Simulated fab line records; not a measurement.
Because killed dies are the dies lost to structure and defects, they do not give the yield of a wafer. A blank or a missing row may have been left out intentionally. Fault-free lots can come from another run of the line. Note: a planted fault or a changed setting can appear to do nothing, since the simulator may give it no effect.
Problem report in the 8D (eight disciplines) form, filled by code :: flow sky130 :: the parts of the form that need people (team, actions taken, sign-off) are left out

1. WHAT IS WRONG
Wafers free of any fault read 10.54 nm (standard deviation 0.12) for SONOS_ONO_CVD_02_THK at SKY_SONOS_ONO_THK_MEAS_03, against a mean of 11.97 nm on 6 wafers of 2 lots. Relative to the usual mean, that is a shift of +12 standard deviations.
The first sign was on wafer L698.4 at day 12 22:28, on film_metro-01. The record holds 36 wafers of 12 lots with a number at this step. The rule behind "out" and "out of limits": a value lying over 4 standard deviations away from the usual mean. Any other wafer with a number is counted as sound.

2. WHAT THIS IS AND IS NOT
question: which readings at this step
is: SONOS_ONO_CVD_02_THK
is not: -

question: which lots
is: L698, L699
is not: L694, L695, L707, L708, L711, L712, L713, L714, L715, L716

question: which wafers of those lots
is: all that have a number
is not: -

question: read on which gauges
is: film_metro-01, film_metro-03
is not: film_metro-04

question: when
is: from day 12 22:28
is not: up to then (6 sound wafers); but 24 sound wafers of L707, L708, L711, L712, L713, L714, L715, L716 came after

3. WHAT RULES OUT EACH SUSPECT
Counting: a tool at any process step up to the reading remains a suspect when it ran all the lots that are out and ran no sound lot after the first of those.
- the gauge at SKY_SONOS_ONO_THK_MEAS_03: ruled out. 2 gauges (film_metro-01, film_metro-03) read the wafers that are out.
- plasma_asher-04 at SKY_NWELL_STRIP_25 (strips in O2/N2): ruled out as a lasting fault. After its first lot that is out, L698 (day 6 02:56), sound lots L707, L712, L715 ran on it.
- lpcvd-02 at SKY_SONOS_ONO_CVD_02 (deposits Si3N4 from DCS/NH3, target thk 10.5 nm, time 180 s): ruled out as a lasting fault. After its first lot that is out, L698 (day 12 21:23), sound lots L707, L708, L711, L712, L713, L714, L715, L716 ran on it.
Left after counting: nothing in the record.

4. THE CAUSE (what the simulator had put in)
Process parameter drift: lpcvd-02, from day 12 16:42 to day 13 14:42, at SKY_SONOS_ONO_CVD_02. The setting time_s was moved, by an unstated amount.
It was ruled out by counting, in error; the rule expects a fault to strike all lots run on its tool from its start on, and this fault did not.

5. SEQUENCE OF EFFECTS, ordered by route
Rows list readings where the struck wafers' mean (over those with a number) sits beyond 3 standard deviations from the usual. Only readings whose record carries a usual standard deviation are examined. hours: median over the lots of the time between each lot's start at the first step of this table that gives one and its start at this step. sigmas: the change, counted in usual standard deviations.
hours: 0
step: SKY_SONOS_ONO_THK_MEAS_03
reading: SONOS_ONO_CVD_02_THK
usual: 10.54 nm
on struck wafers: 11.97
change: +1.43
sigmas: +12

6. WHAT WOULD HAVE CAUGHT IT SOONER
In this record the first reading out of limits at a measuring or inspecting step was taken at day 12 22:28, 6 hours after the fault began at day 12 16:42.
